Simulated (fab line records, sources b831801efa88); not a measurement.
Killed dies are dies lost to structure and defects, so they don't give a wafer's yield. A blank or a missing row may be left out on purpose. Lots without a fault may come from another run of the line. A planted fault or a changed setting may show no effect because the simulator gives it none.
Chamber matching | flow sky130 | SKY_CAPM_CVD_00 on pecvd-03: 3 sister chambers
The step deposits SiO2, target thk 15.5 nm. 20 wafers are shown with their chamber, then 10 later ones without.

WAFERS WITH THEIR CHAMBER
wafer  | chamber | heater_power_w (W)
L077.2 | 0       | 690
L077.3 | 0       | 660
L077.5 | 0       | 677
L079.2 | 2       | 820
L079.4 | 2       | 797
L079.6 | 0       | 675
L083.4 | 1       | 968
L083.5 | 2       | 736
L083.6 | 0       | 727
L084.2 | 1       | 972
L084.5 | 2       | 740
L084.6 | 1       | 958
L085.3 | 2       | 810
L085.4 | 0       | 703
L085.5 | 2       | 813
L090.1 | 1       | 906
L090.2 | 0       | 703
L090.3 | 2       | 774
L090.4 | 1       | 865
L090.5 | 0       | 690

SIGNATURES (means of the wafers above)
reading        | chamber 0 | chamber 1 | chamber 2 | scatter within a chamber
heater_power_w | 690.62    | 933.80    | 784.29    | 33.5
Rule: a wafer's distance from a chamber is the root of the sum, over the readings, of the square of ((its reading less the chamber's mean) divided by the reading's scatter). The wafer belongs to the nearest chamber; if the next one is less than 2 further off, it can't be placed. The scatter: the root of (the sum of the squares of (reading less its chamber's mean) over the shown wafers, divided by (wafers less chambers)).

WAFERS WITHOUT THEIR CHAMBER
wafer  | heater_power_w (W)
L090.6 | 790
L094.1 | 1018
L094.3 | 699
L094.5 | 658
L097.1 | 709
L097.2 | 793
L097.3 | 803
L097.4 | 706
L097.5 | 723
L097.6 | 792

WHICH CHAMBER EACH WENT THROUGH
wafer  | from the rows above     | in truth
L090.6 | 2                       | 2
L094.1 | 1                       | 1
L094.3 | 0                       | 0
L094.5 | 0                       | 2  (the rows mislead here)
L097.1 | can't be placed: 0 or 2 | 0
L097.2 | 2                       | 2
L097.3 | 2                       | 2
L097.4 | can't be placed: 0 or 2 | 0
L097.5 | can't be placed: 0 or 2 | 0
L097.6 | 2                       | 2
Placed correctly: 6 of 10. Can't be placed from these rows: 3 (the true chamber is among the candidates in 3). Placed wrongly: 1.
